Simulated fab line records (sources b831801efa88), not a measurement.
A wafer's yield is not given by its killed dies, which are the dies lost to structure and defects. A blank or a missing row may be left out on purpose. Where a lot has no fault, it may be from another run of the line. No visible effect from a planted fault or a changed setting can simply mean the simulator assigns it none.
Code-filled problem report in 8D (eight disciplines) form / flow gf180mcu / the parts of the form that need people (team, actions taken, sign-off) are left out

1. THE PROBLEM
LVPWELL_RS at GF_VT_IMPLANT_RS_MEAS_48 reads a mean of 1176 ohm/sq on 6 wafers of 2 lots; wafers without a fault read 1195 ohm/sq with a standard deviation of 3.1. Measured from the usual mean, that is -6.0 standard deviations.
The step: measures by four-point-probe.
First seen on wafer L919.2, day 12 14:46, on filmMetro-01. At this step, 33 wafers from 11 lots have a number in the record. By rule, "out" or "out of limits" means more than 4 standard deviations away from the usual mean. All remaining wafers that have a number are taken as sound.

2. WHAT IT IS AND WHAT IT IS NOT
question=which readings at this step | is=LVPWELL_RS | is not=-
question=which lots | is=L919, L923 | is not=L902, L903, L906, L909, L911, L913, L914, L920, L924
question=which wafers of those lots | is=all that have a number | is not=-
question=read on which gauges | is=filmMetro-01, filmMetro-02 | is not=filmMetro-03
question=when | is=from day 12 14:46 | is not=up to then (21 sound wafers); but 6 sound wafers of L920, L924 came after

3. THE SUSPECTS, EACH WITH WHAT RULES IT OUT
Counting: a tool at a process step up to the reading stays a suspect if it ran every lot that is out and no sound lot after the first of them.
- the gauge at GF_VT_IMPLANT_RS_MEAS_48 has been ruled out. The wafers that are out were read on 2 gauges (filmMetro-01, filmMetro-02).
- implanter-02 at GF_LVPWELL_IMPLANT_09: kept. Every lot that is out went through it, starting with L919 (day 8 02:26), and after that it ran no sound lot; the last sound lot it ran before then is L914 (day 6 22:30). Its own readings are out on those wafers: doseIonsCm2.
Remaining after the count: implanter-02 at GF_LVPWELL_IMPLANT_09.

4. THE CAUSE (what the simulator had put in)
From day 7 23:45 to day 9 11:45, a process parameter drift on implanter-02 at GF_LVPWELL_IMPLANT_09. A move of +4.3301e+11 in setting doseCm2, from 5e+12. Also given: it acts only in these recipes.
Only this tool survived the counting.

5. THE EFFECT CHAIN, in route order
Each row: a reading whose mean over the struck wafers that have a number lies more than 3 standard deviations from the usual. Readings are gone through only where the record gives a usual standard deviation; hours: the median, over the lots, of the time from a lot's start at the first step in this table giving one to that lot's start at this step; sigmas: the change measured in usual standard deviations.
hours=0; step=GF_LVPWELL_IMPLANT_09; reading=doseIonsCm2; usual=5e+12; on struck wafers=5e+12; change=+4e+11; sigmas=+80
hours=0; step=GF_LVPWELL_IMPLANT_09; reading=faradayCurrentUA; usual=28.2; on struck wafers=31.0; change=+2.8; sigmas=+5.2
hours=112; step=GF_VT_IMPLANT_RS_MEAS_48; reading=LVPWELL_RS; usual=1195 ohm/sq; on struck wafers=1176; change=-19; sigmas=-6.0
The process steps in it:
- GF_LVPWELL_IMPLANT_09
At these later measuring or inspecting steps, every struck wafer for which the step has a row has a number for every such reading, and none has moved that far: GF_VT_IMPLANT_RS_MEAS_49, GF_V1_THK_MEAS_25.

6. HOW IT WOULD HAVE BEEN CAUGHT EARLIER
The first out-of-limits reading at a measuring or inspecting step in this record came at day 12 14:46, 111 hours after the fault's start at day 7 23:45.
At GF_LVPWELL_IMPLANT_09, the tool's own readings (doseIonsCm2) were out on each struck wafer the step has a row for, so an alarm limit on them would have fired on the first such wafer.
The start of GF_LVPWELL_IMPLANT_09 on implanter-02 came by day 12 14:46 for every one of the lots that are out (2). A hold on the tool at that time would have spared none of them.
